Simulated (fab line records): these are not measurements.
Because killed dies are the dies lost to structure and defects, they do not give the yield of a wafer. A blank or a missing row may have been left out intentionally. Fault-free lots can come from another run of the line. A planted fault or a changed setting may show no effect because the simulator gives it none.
Commonality check across tools    flow gf180mcu    36 wafers sampled across 12 lots

== REASON FOR OPENING ==
GF_VT_IMPLANT_RS_MEAS_49, reading MVPSD_RS: flagged on 2 of 12 lots. Wafers without a fault read 1167 ohm/sq, standard deviation 3.2.
Rule: a lot gets a flag if all its wafers with a number sit over 4 standard deviations from that mean, or if no wafer of it has a number. The rest of the lots are taken to be sound.

lot   measured      on            MVPSD_RS (ohm/sq), wafer by wafer  flag
L448  day 7 21:35   filmMetro-02  1166 1167 1169                     
L451  day 8 17:52   filmMetro-02  1170 1168 1165                     
L453  day 9 06:37   filmMetro-01  1170 1167 1172                     
L455  day 9 20:46   filmMetro-02  1038 1039 1042                     FLAGGED
L457  day 10 11:44  filmMetro-01  1040 1034 1036                     FLAGGED
L461  day 11 15:34  filmMetro-01  1172 1166 1168                     
L462  day 11 18:34  filmMetro-02  1166 1161 1165                     
L463  day 12 02:21  filmMetro-01  1169 1166 1169                     
L465  day 12 12:44  filmMetro-01  1164 1168 1162                     
L467  day 13 03:25  filmMetro-04  1174 1170 1169                     
L468  day 13 10:22  filmMetro-01  1163 1164 1163                     
L470  day 14 00:59  filmMetro-01  1174 1174 1172                     
On average the flagged lots' numbers are 1038 ohm/sq, which is -129 ohm/sq against the usual, or -40 standard deviations.

== WHICH TOOL RAN EACH LOT ==
The record holds 2 process steps before the reading, out of a route of 602 steps. Read each cell as the tool, then ch plus the chambers that the sampled wafers visited, then the start.
lot   flag     GF_LVPWELL_STRIP_10                 GF_MVPSD_IMPLANT_09
L448           plasmaAsher-02 ch 0,1, day 4 03:38  implanter-02 ch 0, day 5 07:49
L451           plasmaAsher-02 ch 0,1, day 4 20:07  implanter-04 ch 0, day 6 01:57
L453           plasmaAsher-01 ch 0,1, day 5 06:22  implanter-04 ch 0, day 6 13:06
L455  FLAGGED  plasmaAsher-04 ch 0,1, day 5 20:11  implanter-04 ch 0, day 7 02:28
L457  FLAGGED  plasmaAsher-01 ch 0,1, day 6 08:14  implanter-04 ch 0, day 7 15:31
L461           plasmaAsher-04 ch 0,1, day 7 05:40  implanter-01 ch 0, day 8 14:44
L462           plasmaAsher-02 ch 1, day 7 10:31    implanter-02 ch 0, day 8 18:41
L463           plasmaAsher-01 ch 0,1, day 7 16:40  implanter-02 ch 0, day 9 01:13
L465           plasmaAsher-04 ch 0,1, day 8 01:04  implanter-02 ch 0, day 9 10:28
L467           plasmaAsher-01 ch 0,1, day 8 12:34  implanter-04 ch 0, day 9 23:23
L468           plasmaAsher-02 ch 0, day 8 18:49    implanter-04 ch 0, day 10 05:28
L470           plasmaAsher-04 ch 0,1, day 9 06:26  implanter-02 ch 0, day 10 18:42
What is done by these steps:
- GF_LVPWELL_STRIP_10: strips in O2/N2.
- GF_MVPSD_IMPLANT_09
- GF_VT_IMPLANT_RS_MEAS_49: measures by four-point-probe.

== FLAGGED OVER TOTAL, TOOL BY TOOL (the gauges that took the reading come last) ==
step                      tool            lots run  flagged  share of the flagged lots  sound lots run after its first flagged lot
GF_LVPWELL_STRIP_10       plasmaAsher-01  4         1        some                       2 (L463,L467)
GF_LVPWELL_STRIP_10       plasmaAsher-02  4         0        none                       -
GF_LVPWELL_STRIP_10       plasmaAsher-04  4         1        some                       3 (L461,L465,L470)
GF_MVPSD_IMPLANT_09       implanter-01    1         0        none                       -
GF_MVPSD_IMPLANT_09       implanter-02    5         0        none                       -
GF_MVPSD_IMPLANT_09       implanter-04    6         2        all                        2 (L467,L468)
GF_VT_IMPLANT_RS_MEAS_49  filmMetro-01    7         1        some                       5 (L461,L463,L465,L468,L470)
GF_VT_IMPLANT_RS_MEAS_49  filmMetro-02    4         1        some                       1 (L462)
GF_VT_IMPLANT_RS_MEAS_49  filmMetro-04    1         0        none                       -

== WHAT THE TABLE ALLOWS ==
1 row of the table ran every flagged lot: implanter-04 at GF_MVPSD_IMPLANT_09.
- implanter-04 at GF_MVPSD_IMPLANT_09 ran 6 lots, 2 of them flagged. Sound lots followed the first flagged one (L467, L468) on it, something a lasting fault affecting the whole tool could not allow. Its own readings lie more than 4 standard deviations out on every wafer of the flagged lots: doseIonsCm2, faradayCurrentUA.
No row of the table ran every flagged lot and no sound lot after the first.

== WHAT THE SIMULATOR HAD PUT IN ==
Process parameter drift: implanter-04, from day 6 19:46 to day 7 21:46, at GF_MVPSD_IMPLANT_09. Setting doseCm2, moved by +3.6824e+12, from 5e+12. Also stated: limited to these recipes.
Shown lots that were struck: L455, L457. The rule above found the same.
